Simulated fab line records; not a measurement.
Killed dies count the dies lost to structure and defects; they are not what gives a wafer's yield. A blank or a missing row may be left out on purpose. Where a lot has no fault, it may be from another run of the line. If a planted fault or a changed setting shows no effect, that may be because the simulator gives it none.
fab line records | flow sky130 | part 1 of 2: steps 1 to 34 of 44
record lots=5 | wafers=15 | lastDay=50
route steps=708 shown VT_ADJUST_PCH@144 SONOS_TUNNEL@154 SONOS_ONO@168 GATE_OXIDE@187
lots with no fault: from the same line, run without faults
startH: start of the lot's first displayed wafer, in hours after the record's first day | waitH: hours elapsed since this lot's preceding step | " same as the row above | L1.1+2: several wafers, shown together as one row | - no value, or no start given | * or withheld: withheld | < > ~ a bound
route shown NAME@n: NAME is a module with steps in the file, n the number in the route of the first one | usual: mean/standard deviation of fault-free wafers | same: alike in all rows | chamber/n: place in a boat | sites: readings site by site | _std_site: how widely they spread, as a standard deviation | _edge_site: the outer-site mean with the inner-site mean subtracted | radiusMm: for every site, how far away it sits from the centre of the wafer | mask NAME#n: copy n | behind: the tool/chamber that last shaped the wafer | hold: reason for holding the lot/hours on hold/outcome of the hold | device: the transistor (n, p or np) that didn't switch | end of line: at the end of the route, the tests of the same wafers | for a step that has no rows: nothing shown but its recipe | killed: at the first sort, the dies lost to defects and structure; wafer yield is something else | map: shows each die of a wafer: x if killed, . if not, _ if none is there
set.NAME: the setting as run; set.NAME@STEP: as run at that earlier step | model.NAME: the simulator's own value behind a step, which no gauge read
lots at selected steps of the route; one table per step, one row per wafer
services: the hour from which a tool's chamber was out of use, counted from the record's first day as startH (under 0 if before that day), plus the number of hours and why
## steps
# step SKY_VT_ADJUST_PCH_HMDS_01
# recipe primeTimeS=60 | primeTempC=120
lot.wafer  | tool          | chamber | startH | waitH
L076.1+2+5 | lithoTrack-01 | 0       | 218.12 | 0.1
L083.1+3+5 | lithoTrack-02 | 0       | 275.62 | 0.1
L089.3+4+5 | lithoTrack-01 | 0       | 322.92 | 0.1
L090.2+4+6 | lithoTrack-01 | 0       | 351.14 | 0.1
L096.2+4+6 | lithoTrack-01 | 0       | 383.89 | 0.1
# step SKY_VT_ADJUST_PCH_COAT_02
# recipe spinRpm=2000 | resistThkNm=3000
lot.wafer  | tool          | chamber | startH | waitH
L076.1+2+5 | lithoTrack-01 | 0       | 218.27 | 0.1
L083.1+3+5 | lithoTrack-02 | 0       | 275.77 | 0.1
L089.3+4+5 | lithoTrack-01 | 0       | 323.07 | 0.1
L090.2+4+6 | lithoTrack-01 | 0       | 351.29 | 0.1
L096.2+4+6 | lithoTrack-01 | 0       | 384.04 | 0.1
# step SKY_VT_ADJUST_PCH_SOFTBAKE_03
# recipe tempC=110 | timeS=withheld
lot.wafer  | tool          | chamber | startH | waitH
L076.1+2+5 | lithoTrack-01 | 0       | 218.42 | 0.1
L083.1+3+5 | lithoTrack-02 | 0       | 275.92 | 0.1
L089.3+4+5 | lithoTrack-01 | 0       | 323.23 | 0.1
L090.2+4+6 | lithoTrack-01 | 0       | 351.45 | 0.1
L096.2+4+6 | lithoTrack-01 | 0       | 384.20 | 0.1
# step SKY_VT_ADJUST_PCH_EXPOSE_04
# recipe maskId=NWM | na=0.6 | sourceShape=conventional | sigmaOuter=0.6 | polarization=unpolarized | targetCdNm=840 | doseMj=255
lot.wafer  | tool            | chamber | startH | waitH | mask
L076.1+2+5 | ilineStepper-02 | 0       | -      | -     | NWM#0
L083.1+3+5 | ilineStepper-01 | 0       | -      | -     | NWM#0
L089.3+4+5 | ilineStepper-02 | 0       | -      | -     | NWM#0
L090.2+4+6 | ilineStepper-02 | 0       | -      | -     | NWM#0
L096.2+4+6 | ilineStepper-02 | 0       | -      | -     | NWM#0
# step SKY_VT_ADJUST_PCH_PEB_05
# recipe tempC=115 | timeS=withheld
lot.wafer  | tool          | chamber | startH | waitH
L076.1+2+5 | lithoTrack-01 | 0       | -      | -
L083.1+3+5 | lithoTrack-03 | 0       | -      | -
L089.3+4+5 | lithoTrack-03 | 0       | -      | -
L090.2+4+6 | lithoTrack-02 | 0       | -      | -
L096.2+4+6 | lithoTrack-02 | 0       | -      | -
# step SKY_VT_ADJUST_PCH_DEVELOP_06
# recipe wallAngleDeg=90 | developer=TMAH | developTimeS=60 | devTempC=23
# same developTimeS=60
lot.wafer  | tool          | chamber | startH | waitH
L076.1+2+5 | lithoTrack-01 | 0       | -      | -
L083.1+3+5 | lithoTrack-03 | 0       | -      | -
L089.3+4+5 | lithoTrack-03 | 0       | -      | -
L090.2+4+6 | lithoTrack-02 | 0       | -      | -
L096.2+4+6 | lithoTrack-02 | 0       | -      | -
# step SKY_VT_ADJUST_PCH_OVL_MEAS_07
# usual VT_ADJUST_PCH_OVL=0.0/1.3
lot.wafer | tool       | chamber | startH | waitH | VT_ADJUST_PCH_OVL[nm]
L076.1    | overlay-02 | -       | 229.12 | -     | -0.9
L076.2    | "          | -       | "      | "     | -1.2
L076.5    | "          | -       | "      | "     | -4.2
L083.1    | overlay-02 | -       | 288.44 | -     | -0.2
L083.3    | "          | -       | "      | "     | -0.2
L083.5    | "          | -       | "      | "     | 0.5
L089.3    | overlay-01 | -       | 336.20 | -     | -2.2
L089.4    | "          | -       | "      | "     | -3.1
L089.5    | "          | -       | "      | "     | -0.3
L090.2    | overlay-02 | -       | 365.32 | -     | 0.8
L090.4    | "          | -       | "      | "     | 1.1
L090.6    | "          | -       | "      | "     | -0.2
L096.2    | overlay-02 | -       | 398.37 | -     | -1.8
L096.4    | "          | -       | "      | "     | -1.2
L096.6    | "          | -       | "      | "     | 0.7
# step SKY_VT_ADJUST_PCH_IMPLANT_08
# recipe species=B | energyKev=10 | doseCm2=5e+11 | tiltDeg=withheld
lot.wafer  | tool         | chamber | startH | waitH
L076.1+2+5 | implanter-04 | 0       | 229.15 | 0.0
L083.1+3+5 | implanter-04 | 0       | 288.48 | 0.0
L089.3+4+5 | implanter-01 | 0       | 336.28 | 0.1
L090.2+4+6 | implanter-04 | 0       | 365.38 | 0.0
L096.2+4+6 | implanter-03 | 0       | 398.43 | 0.0
# step SKY_VT_ADJUST_PCH_STRIP_09
# recipe chemistry=O2/N2 | powerW=1400 | pressureMtorr=1500 | platenTempC=withheld | o2FlowSccm=3000 | n2FlowSccm=300 | overashFraction=0.5
# usual drypumpMotorCurrentA=5.8/0.54 | oesProductAu=0.722/0.0044 | stripTimeToEndpointS=36.98/0.11
# same overashFraction=0.5
lot.wafer | tool           | chamber | startH | waitH | drypumpMotorCurrentA | oesProductAu | rfHoursCounterH | stripTimeToEndpointS
L076.1    | plasmaAsher-04 | 0       | 229.30 | 0.1   | 5.4                  | 0.726        | 43              | 37.00
L076.2    | "              | 1       | "      | "     | 5.3                  | 0.720        | 43              | 37.09
L076.5    | "              | 0       | "      | "     | 5.3                  | 0.718        | -               | 37.06
L083.1    | plasmaAsher-01 | 0       | 288.63 | 0.1   | 6.7                  | 0.720        | 60              | 36.97
L083.3    | "              | 0       | "      | "     | 6.7                  | 0.720        | -               | 37.02
L083.5    | "              | 0       | "      | "     | 6.7                  | 0.721        | -               | 36.97
L089.3    | plasmaAsher-04 | 0       | 336.41 | 0.1   | 5.4                  | 0.718        | -               | 37.03
L089.4    | "              | 1       | "      | "     | 5.3                  | 0.726        | -               | 37.07
L089.5    | "              | 0       | "      | "     | 5.3                  | 0.718        | -               | 37.04
L090.2    | plasmaAsher-04 | 1       | 365.50 | 0.1   | 5.3                  | 0.723        | 56              | 36.95
L090.4    | "              | 0       | "      | "     | 5.4                  | 0.726        | -               | 37.05
L090.6    | "              | 1       | "      | "     | 5.3                  | 0.722        | -               | 36.95
L096.2    | plasmaAsher-04 | 0       | 398.55 | 0.1   | 5.3                  | 0.720        | 59              | 37.18
L096.4    | "              | 1       | "      | "     | 5.3                  | 0.724        | -               | 37.11
L096.6    | "              | 1       | "      | "     | 5.3                  | 0.717        | -               | 37.07
# step SKY_VT_ADJUST_PCH_TW_MEAS_10
# usual VT_ADJUST_PCH_TW=142.1/1.5
lot.wafer | tool         | chamber | startH | waitH | VT_ADJUST_PCH_TW
L076.1    | filmMetro-04 | -       | 229.40 | 0.1   | 143.2
L076.2    | "            | -       | "      | "     | 142.9
L076.5    | "            | -       | "      | "     | 143.6
L083.1    | filmMetro-01 | -       | 288.73 | 0.1   | 141.9
L083.3    | "            | -       | "      | "     | 142.4
L083.5    | "            | -       | "      | "     | 142.5
L089.3    | filmMetro-03 | -       | 336.50 | 0.1   | 139.2
L089.4    | "            | -       | "      | "     | 139.0
L089.5    | "            | -       | "      | "     | 139.9
L090.2    | filmMetro-01 | -       | 365.61 | 0.1   | 142.4
L090.4    | "            | -       | "      | "     | 142.4
L090.6    | "            | -       | "      | "     | 142.9
L096.2    | filmMetro-04 | -       | 398.66 | 0.1   | 142.9
L096.4    | "            | -       | "      | "     | 143.6
L096.6    | "            | -       | "      | "     | 144.3
# step SKY_SONOS_TUNNEL_DEHYDRATE_00
# recipe tempC=200 | timeS=60
lot.wafer  | tool          | chamber | startH | waitH
L076.1+2+5 | lithoTrack-04 | 0       | 240.00 | 10.6
L083.1+3+5 | lithoTrack-04 | 0       | 300.05 | 11.3
L089.3+4+5 | lithoTrack-02 | 0       | 349.92 | 13.4
L090.2+4+6 | lithoTrack-03 | 0       | 379.67 | 14.0
L096.2+4+6 | lithoTrack-02 | 0       | 412.64 | 14.0
# step SKY_SONOS_TUNNEL_HMDS_01
# recipe primeTimeS=60 | primeTempC=120
lot.wafer  | tool          | chamber | startH | waitH
L076.1+2+5 | lithoTrack-04 | 0       | 240.15 | 0.1
L083.1+3+5 | lithoTrack-04 | 0       | 300.20 | 0.1
L089.3+4+5 | lithoTrack-02 | 0       | 350.07 | 0.1
L090.2+4+6 | lithoTrack-03 | 0       | 379.82 | 0.1
L096.2+4+6 | lithoTrack-02 | 0       | 412.79 | 0.1
# step SKY_SONOS_TUNNEL_COAT_02
# recipe resist=NOVOLAK | spinRpm=3000 | resistThkNm=1140
lot.wafer  | tool          | chamber | startH | waitH
L076.1+2+5 | lithoTrack-04 | 0       | 240.30 | 0.1
L083.1+3+5 | lithoTrack-04 | 0       | 300.35 | 0.1
L089.3+4+5 | lithoTrack-02 | 0       | 350.22 | 0.1
L090.2+4+6 | lithoTrack-03 | 0       | 379.97 | 0.1
L096.2+4+6 | lithoTrack-02 | 0       | 412.94 | 0.1
# step SKY_SONOS_TUNNEL_SOFTBAKE_03
# recipe tempC=90 | timeS=60 | resist=NOVOLAK
lot.wafer  | tool          | chamber | startH | waitH
L076.1+2+5 | lithoTrack-04 | 0       | 240.45 | 0.1
L083.1+3+5 | lithoTrack-04 | 0       | 300.50 | 0.1
L089.3+4+5 | lithoTrack-02 | 0       | 350.37 | 0.1
L090.2+4+6 | lithoTrack-03 | 0       | 380.12 | 0.1
L096.2+4+6 | lithoTrack-02 | 0       | 413.09 | 0.1
# step SKY_SONOS_TUNNEL_EXPOSE_04
# recipe maskId=TUNM | na=0.6 | sourceShape=conventional | sigmaOuter=0.6 | polarization=unpolarized | targetCdNm=410 | doseMj=136
lot.wafer  | tool            | chamber | startH | waitH | mask
L076.1+2+5 | ilineStepper-02 | 0       | -      | -     | TUNM#0
L083.1+3+5 | ilineStepper-01 | 0       | -      | -     | TUNM#0
L089.3+4+5 | ilineStepper-01 | 0       | -      | -     | TUNM#0
L090.2+4+6 | ilineStepper-01 | 0       | -      | -     | TUNM#0
L096.2+4+6 | ilineStepper-01 | 0       | -      | -     | TUNM#0
# step SKY_SONOS_TUNNEL_PEB_05
# recipe tempC=withheld | timeS=* | resist=NOVOLAK
lot.wafer  | tool          | chamber | startH | waitH
L076.1+2+5 | lithoTrack-04 | 0       | -      | -
L083.1+3+5 | lithoTrack-03 | 0       | -      | -
L089.3+4+5 | lithoTrack-02 | 0       | -      | -
L090.2+4+6 | lithoTrack-03 | 0       | -      | -
L096.2+4+6 | lithoTrack-04 | 0       | -      | -
# step SKY_SONOS_TUNNEL_DEVELOP_06
# recipe resist=NOVOLAK | developer=TMAH | developTimeS=60 | devTempC=23
# same developTimeS=60
lot.wafer  | tool          | chamber | startH | waitH
L076.1+2+5 | lithoTrack-04 | 0       | 251.70 | 0.1
L083.1+3+5 | lithoTrack-03 | 0       | 313.19 | 0.1
L089.3+4+5 | lithoTrack-02 | 0       | 363.37 | 0.1
L090.2+4+6 | lithoTrack-03 | 0       | 393.72 | 0.1
L096.2+4+6 | lithoTrack-04 | 0       | 427.82 | 0.1
# step SKY_SONOS_TUNNEL_CD_MEAS_07
# recipe targetCdNm=410
# usual cdNm=409.4/2
lot.wafer | tool     | chamber | startH | waitH | cdNm
L076.1    | cdSem-01 | -       | 251.85 | 0.1   | 413.6
L076.2    | "        | -       | "      | "     | 411.5
L076.5    | "        | -       | "      | "     | 410.9
L083.1    | cdSem-02 | -       | 313.34 | 0.1   | 410.9
L083.3    | "        | -       | "      | "     | 411.4
L083.5    | "        | -       | "      | "     | 411.3
L089.3    | cdSem-01 | -       | 363.51 | 0.1   | 410.0
L089.4    | "        | -       | "      | "     | 410.3
L089.5    | "        | -       | "      | "     | 410.5
L090.2    | cdSem-02 | -       | 393.86 | 0.1   | 408.8
L090.4    | "        | -       | "      | "     | 408.9
L090.6    | "        | -       | "      | "     | 407.1
L096.2    | cdSem-01 | -       | 427.97 | 0.1   | 410.5
L096.4    | "        | -       | "      | "     | 412.4
L096.6    | "        | -       | "      | "     | 408.7
# step SKY_SONOS_TUNNEL_OVL_MEAS_08
# usual SONOS_TUNNEL_OVL=-0.5/1.5
lot.wafer | tool       | chamber | startH | waitH | SONOS_TUNNEL_OVL[nm]
L076.1    | overlay-01 | -       | 251.97 | 0.1   | -0.3
L076.2    | "          | -       | "      | "     | -2.9
L076.5    | "          | -       | "      | "     | -2.2
L083.1    | overlay-02 | -       | 313.46 | 0.1   | -0.1
L083.3    | "          | -       | "      | "     | -1.9
L083.5    | "          | -       | "      | "     | -0.1
L089.3    | overlay-01 | -       | 363.60 | 0.1   | 2.0
L089.4    | "          | -       | "      | "     | -0.5
L089.5    | "          | -       | "      | "     | 3.5
L090.2    | overlay-01 | -       | 393.97 | 0.1   | -0.6
L090.4    | "          | -       | "      | "     | 0.3
L090.6    | "          | -       | "      | "     | -1.4
L096.2    | overlay-02 | -       | 428.07 | 0.1   | -3.0
L096.4    | "          | -       | "      | "     | 0.1
L096.6    | "          | -       | "      | "     | 1.3
# step SKY_SONOS_TUNNEL_IMPLANT_09
# recipe species=B | energyKev=20 | doseCm2=1e+12 | tiltDeg=withheld
lot.wafer  | tool         | chamber | startH | waitH
L076.1+2+5 | implanter-01 | 0       | 252.01 | 0.0
L083.1+3+5 | implanter-04 | 0       | 313.50 | 0.0
L089.3+4+5 | implanter-02 | 0       | 363.67 | 0.1
L090.2+4+6 | implanter-02 | 0       | 394.02 | 0.0
L096.2+4+6 | implanter-01 | 0       | 428.13 | 0.0
# step SKY_SONOS_TUNNEL_WET_ETCH_10
# recipe chemistry=dHF | targetDepthNm=14 | target=SiO2 | dilution=100:1 | tempC=25 | timeS=280
lot.wafer  | tool        | chamber | startH | waitH
L076.1+2+5 | wetBench-01 | 1       | 252.16 | 0.1
L083.1+3+5 | wetBench-04 | 2       | 313.65 | 0.1
L089.3+4+5 | wetBench-01 | 3       | 363.77 | 0.1
L090.2+4+6 | wetBench-01 | 1       | 394.15 | 0.1
L096.2+4+6 | wetBench-01 | 0       | 428.25 | 0.1
# step SKY_SONOS_TUNNEL_STRIP_11
# recipe chemistry=SPM | timeS=600 | tempC=130
# usual bathGuardTempC=129.9/0.49
lot.wafer | tool        | chamber | startH | waitH | bathGuardTempC
L076.1    | wetBench-04 | 2       | 252.24 | 0.0   | 129.1
L076.2    | "           | 2       | "      | "     | 129.3
L076.5    | "           | 2       | "      | "     | 129.7
L083.1    | wetBench-01 | 1       | 313.82 | 0.0   | 130.3
L083.3    | "           | 1       | "      | "     | 130.7
L083.5    | "           | 1       | "      | "     | 130.2
L089.3    | wetBench-04 | 3       | 363.87 | 0.0   | 130.6
L089.4    | "           | 3       | "      | "     | 130.7
L089.5    | "           | 3       | "      | "     | 130.2
L090.2    | wetBench-04 | 2       | 394.24 | 0.0   | 129.3
L090.4    | "           | 2       | "      | "     | 129.6
L090.6    | "           | 2       | "      | "     | 129.4
L096.2    | wetBench-03 | 1       | 428.34 | 0.0   | 130.0
L096.4    | "           | 1       | "      | "     | 129.7
L096.6    | "           | 1       | "      | "     | 130.1
# step SKY_SONOS_TUNNEL_TW_MEAS_12
# usual SONOS_TUNNEL_TW=197.6/1.3
lot.wafer | tool         | chamber | startH | waitH | SONOS_TUNNEL_TW
L076.1    | filmMetro-02 | -       | 252.43 | 0.0   | 198.8
L076.2    | "            | -       | "      | "     | 199.2
L076.5    | "            | -       | "      | "     | 197.7
L083.1    | filmMetro-04 | -       | 314.06 | 0.1   | 197.8
L083.3    | "            | -       | "      | "     | 196.5
L083.5    | "            | -       | "      | "     | 198.2
L089.3    | filmMetro-04 | -       | 364.07 | 0.0   | 197.3
L089.4    | "            | -       | "      | "     | 198.4
L089.5    | "            | -       | "      | "     | 196.9
L090.2    | filmMetro-01 | -       | 394.44 | 0.0   | 196.0
L090.4    | "            | -       | "      | "     | 196.9
L090.6    | "            | -       | "      | "     | 195.2
L096.2    | filmMetro-01 | -       | 428.53 | 0.0   | 196.2
L096.4    | "            | -       | "      | "     | 195.9
L096.6    | "            | -       | "      | "     | 196.7
# step SKY_SONOS_TUNNEL_CLEAN_13
# recipe chemistry=dHF | timeS=20 | dilution=100:1 | dry=ipaMarangoni
lot.wafer  | tool        | chamber | startH | waitH
L076.1+2+5 | wetBench-03 | 3       | 252.49 | 0.1
L083.1+3+5 | wetBench-03 | 0       | 314.12 | 0.1
L089.3+4+5 | wetBench-03 | 3       | 364.11 | 0.0
L090.2+4+6 | wetBench-03 | 0       | 394.49 | 0.0
L096.2+4+6 | wetBench-01 | 2       | 428.58 | 0.0
# step SKY_SONOS_ONO_OXIDATION_00
# recipe tempC=800 | ambient=O2 | idleTempC=700 | rampUpCPerMin=10 | rampDownCPerMin=3 | stabiliseS=600 | purgeS=300 | targetThkA=26 | oxTimeS=1249
# usual oxTempC=799.9/0.41 | spikeTcBottomC=818.8/1.7 | zonePowerUpperPct=14.43/0.28
lot.wafer | tool       | chamber | startH | waitH | oxTempC | spikeTcBottomC | zonePowerUpperPct
L076.1    | furnace-02 | 0       | 253.10 | 0.6   | 800.0   | 817.4          | 14.52
L076.2    | "          | 0       | "      | "     | 799.8   | 818.8          | 14.75
L076.5    | "          | 0       | "      | "     | 800.9   | 817.0          | 14.56
L083.1    | furnace-01 | 0       | 314.15 | 0.0   | 799.7   | 822.0          | 14.27
L083.3    | "          | 0       | "      | "     | 800.0   | 818.8          | 14.16
L083.5    | "          | 0       | "      | "     | 800.0   | 820.9          | 14.18
L089.3    | furnace-02 | 0       | 364.34 | 0.2   | 799.9   | 816.7          | 14.25
L089.4    | "          | 0       | "      | "     | 799.4   | 819.8          | 14.68
L089.5    | "          | 0       | "      | "     | 800.3   | 817.0          | 14.35
L090.2    | furnace-01 | 0       | 394.51 | 0.0   | 800.5   | 821.8          | 14.16
L090.4    | "          | 0       | "      | "     | 800.6   | 821.3          | 13.91
L090.6    | "          | 0       | "      | "     | 800.5   | 820.9          | 14.01
L096.2    | furnace-02 | 0       | 430.92 | 2.3   | 799.8   | 816.2          | 14.62
L096.4    | "          | 0       | "      | "     | 799.7   | 819.0          | 14.69
L096.6    | "          | 0       | "      | "     | 799.4   | 819.6          | 14.69
# step SKY_SONOS_ONO_THK_MEAS_01
# recipe reads=SiO2_of_SONOS_ONO_OXIDATION_00
# usual SONOS_ONO_OXIDATION_THK=2.60/0.061
lot.wafer | tool         | chamber | startH | waitH | SONOS_ONO_OXIDATION_THK[nm]
L076.1    | filmMetro-03 | -       | 254.45 | 0.0   | 2.61
L076.2    | "            | -       | "      | "     | 2.58
L076.5    | "            | -       | "      | "     | 2.62
L083.1    | filmMetro-01 | -       | 315.49 | 0.0   | 2.61
L083.3    | "            | -       | "      | "     | 2.57
L083.5    | "            | -       | "      | "     | 2.58
L089.3    | filmMetro-03 | -       | 365.70 | 0.0   | 2.69
L089.4    | "            | -       | "      | "     | 2.67
L089.5    | "            | -       | "      | "     | 2.64
L090.2    | filmMetro-01 | -       | 395.86 | 0.0   | 2.64
L090.4    | "            | -       | "      | "     | 2.71
L090.6    | "            | -       | "      | "     | 2.65
L096.2    | filmMetro-01 | -       | 432.28 | 0.0   | 2.69
L096.4    | "            | -       | "      | "     | 2.68
L096.6    | "            | -       | "      | "     | 2.70
# step SKY_SONOS_ONO_CVD_02
# recipe material=Si3N4 | precursor=DCS/NH3 | targetThkNm=10.5 | tempC=770 | timeS=180 | pressureMtorr=250
# usual spikeTcBottomC=786.3/1.7 | susceptorTempC=769.9/0.31 | zonePowerUpperPct=12.2/1.1
lot.wafer | tool     | chamber | startH | waitH | spikeTcBottomC | susceptorTempC | zonePowerUpperPct
L076.1    | lpcvd-02 | 0       | 255.29 | 0.8   | 784.4          | 769.9          | 13.2
L076.2    | "        | 0       | "      | "     | 782.5          | 769.8          | 13.4
L076.5    | "        | 0       | "      | "     | 784.6          | 770.1          | 13.4
L083.1    | lpcvd-02 | 1       | 316.76 | 1.3   | 788.2          | 770.2          | 11.1
L083.3    | "        | 1       | "      | "     | 788.6          | 769.7          | 11.1
L083.5    | "        | 1       | "      | "     | 786.9          | 769.7          | 11.2
L089.3    | lpcvd-02 | 1       | 365.74 | 0.0   | 789.8          | 769.7          | 11.1
L089.4    | "        | 1       | "      | "     | 789.2          | 770.3          | 10.9
L089.5    | "        | 1       | "      | "     | 786.8          | 770.1          | 11.0
L090.2    | lpcvd-02 | 0       | 396.28 | 0.4   | 783.3          | 769.6          | 13.4
L090.4    | "        | 0       | "      | "     | 784.0          | 769.2          | 13.3
L090.6    | "        | 0       | "      | "     | 785.1          | 769.5          | 13.2
L096.2    | lpcvd-02 | 0       | 433.67 | 1.4   | 785.2          | 769.7          | 13.4
L096.4    | "        | 0       | "      | "     | 784.9          | 770.1          | 13.5
L096.6    | "        | 0       | "      | "     | 785.1          | 769.5          | 13.4
# step SKY_SONOS_ONO_THK_MEAS_03
# recipe reads=Si3N4_of_SONOS_ONO_CVD_02
# usual SONOS_ONO_CVD_02_THK=10.49/0.16
lot.wafer | tool         | chamber | startH | waitH | SONOS_ONO_CVD_02_THK[nm]
L076.1    | filmMetro-01 | -       | 256.86 | 0.0   | 10.66
L076.2    | "            | -       | "      | "     | 10.58
L076.5    | "            | -       | "      | "     | 10.83
L083.1    | filmMetro-03 | -       | 317.81 | 0.0   | 10.58
L083.3    | "            | -       | "      | "     | 10.66
L083.5    | "            | -       | "      | "     | 10.55
L089.3    | filmMetro-01 | -       | 366.81 | 0.0   | 10.33
L089.4    | "            | -       | "      | "     | 10.07
L089.5    | "            | -       | "      | "     | 10.25
L090.2    | filmMetro-02 | -       | 397.34 | 0.0   | 10.30
L090.4    | "            | -       | "      | "     | 10.19
L090.6    | "            | -       | "      | "     | 10.24
L096.2    | filmMetro-03 | -       | 434.78 | 0.1   | 10.35
L096.4    | "            | -       | "      | "     | 10.31
L096.6    | "            | -       | "      | "     | 10.35
# step SKY_SONOS_ONO_CVD_04
# recipe material=SiO2 | precursor=SiH4/N2O | targetThkNm=5.7199 | tempC=900 | pressureMtorr=400
# usual spikeTcBottomC=916.8/2.1 | susceptorTempC=900.0/0.38 | zonePowerUpperPct=18.2/2.9
lot.wafer | tool     | chamber | startH | waitH | spikeTcBottomC | susceptorTempC | zonePowerUpperPct
L076.1    | lpcvd-03 | 0       | 256.92 | 0.1   | 919.1          | 899.3          | 20.8
L076.2    | "        | 0       | "      | "     | 918.7          | 899.9          | 20.4
L076.5    | "        | 0       | "      | "     | 916.3          | 900.2          | 20.7
L083.1    | lpcvd-03 | 0       | 317.87 | 0.1   | 919.1          | 900.3          | 20.9
L083.3    | "        | 0       | "      | "     | 918.7          | 899.3          | 20.7
L083.5    | "        | 0       | "      | "     | 919.4          | 900.2          | 20.9
L089.3    | lpcvd-03 | 1       | 366.85 | 0.0   | 915.5          | 900.2          | 14.8
L089.4    | "        | 1       | "      | "     | 914.9          | 900.1          | 14.9
L089.5    | "        | 1       | "      | "     | 915.0          | 900.1          | 15.1
L090.2    | lpcvd-03 | 0       | 397.39 | 0.0   | 917.0          | 900.0          | 20.9
L090.4    | "        | 0       | "      | "     | 918.2          | 899.8          | 20.9
L090.6    | "        | 0       | "      | "     | 919.9          | 900.4          | 20.5
L096.2    | lpcvd-03 | 1       | 434.83 | 0.0   | 914.5          | 899.6          | 14.8
L096.4    | "        | 1       | "      | "     | 914.8          | 899.7          | 14.8
L096.6    | "        | 1       | "      | "     | 914.8          | 900.3          | 14.7
# step SKY_SONOS_ONO_THK_MEAS_05
# recipe reads=SiO2_of_SONOS_ONO_CVD_04
# usual SONOS_ONO_CVD_04_THK=5.74/0.1
lot.wafer | tool         | chamber | startH | waitH | SONOS_ONO_CVD_04_THK[nm]
L076.1    | filmMetro-02 | -       | 258.17 | 0.0   | 5.78
L076.2    | "            | -       | "      | "     | 5.66
L076.5    | "            | -       | "      | "     | 5.73
L083.1    | filmMetro-03 | -       | 319.12 | 0.0   | 5.57
L083.3    | "            | -       | "      | "     | 5.62
L083.5    | "            | -       | "      | "     | 5.72
L089.3    | filmMetro-03 | -       | 368.12 | 0.0   | 5.65
L089.4    | "            | -       | "      | "     | 5.58
L089.5    | "            | -       | "      | "     | 5.47
L090.2    | filmMetro-02 | -       | 398.65 | 0.0   | 5.69
L090.4    | "            | -       | "      | "     | 5.63
L090.6    | "            | -       | "      | "     | 5.85
L096.2    | filmMetro-01 | -       | 436.09 | 0.0   | 5.83
L096.4    | "            | -       | "      | "     | 5.92
L096.6    | "            | -       | "      | "     | 5.85
# step SKY_SONOS_ONO_DEHYDRATE_06
# recipe tempC=200 | timeS=60
lot.wafer  | tool          | chamber | startH | waitH
L076.1+2+5 | lithoTrack-03 | 0       | 269.74 | 11.6
L083.1+3+5 | lithoTrack-04 | 0       | 331.55 | 12.4
L089.3+4+5 | lithoTrack-03 | 0       | 381.89 | 13.8
L090.2+4+6 | lithoTrack-04 | 0       | 412.82 | 14.2
L096.2+4+6 | lithoTrack-04 | 0       | 451.17 | 15.1
# step SKY_SONOS_ONO_HMDS_07
# recipe primeTimeS=60 | primeTempC=120
lot.wafer  | tool          | chamber | startH | waitH
L076.1+2+5 | lithoTrack-03 | 0       | 269.89 | 0.1
L083.1+3+5 | lithoTrack-04 | 0       | 331.70 | 0.1
L089.3+4+5 | lithoTrack-03 | 0       | 382.04 | 0.1
L090.2+4+6 | lithoTrack-04 | 0       | 412.97 | 0.1
L096.2+4+6 | lithoTrack-04 | 0       | 451.32 | 0.1
# step SKY_SONOS_ONO_COAT_08
# recipe resist=NOVOLAK | spinRpm=3000 | resistThkNm=1140
lot.wafer  | tool          | chamber | startH | waitH
L076.1+2+5 | lithoTrack-03 | 0       | 270.04 | 0.1
L083.1+3+5 | lithoTrack-04 | 0       | 331.85 | 0.1
L089.3+4+5 | lithoTrack-03 | 0       | 382.19 | 0.1
L090.2+4+6 | lithoTrack-04 | 0       | 413.12 | 0.1
L096.2+4+6 | lithoTrack-04 | 0       | 451.47 | 0.1
# step SKY_SONOS_ONO_SOFTBAKE_09
# recipe tempC=90 | timeS=60 | resist=NOVOLAK
lot.wafer  | tool          | chamber | startH | waitH
L076.1+2+5 | lithoTrack-03 | 0       | 270.19 | 0.1
L083.1+3+5 | lithoTrack-04 | 0       | 332.00 | 0.1
L089.3+4+5 | lithoTrack-03 | 0       | 382.34 | 0.1
L090.2+4+6 | lithoTrack-04 | 0       | 413.27 | 0.1
L096.2+4+6 | lithoTrack-04 | 0       | 451.62 | 0.1
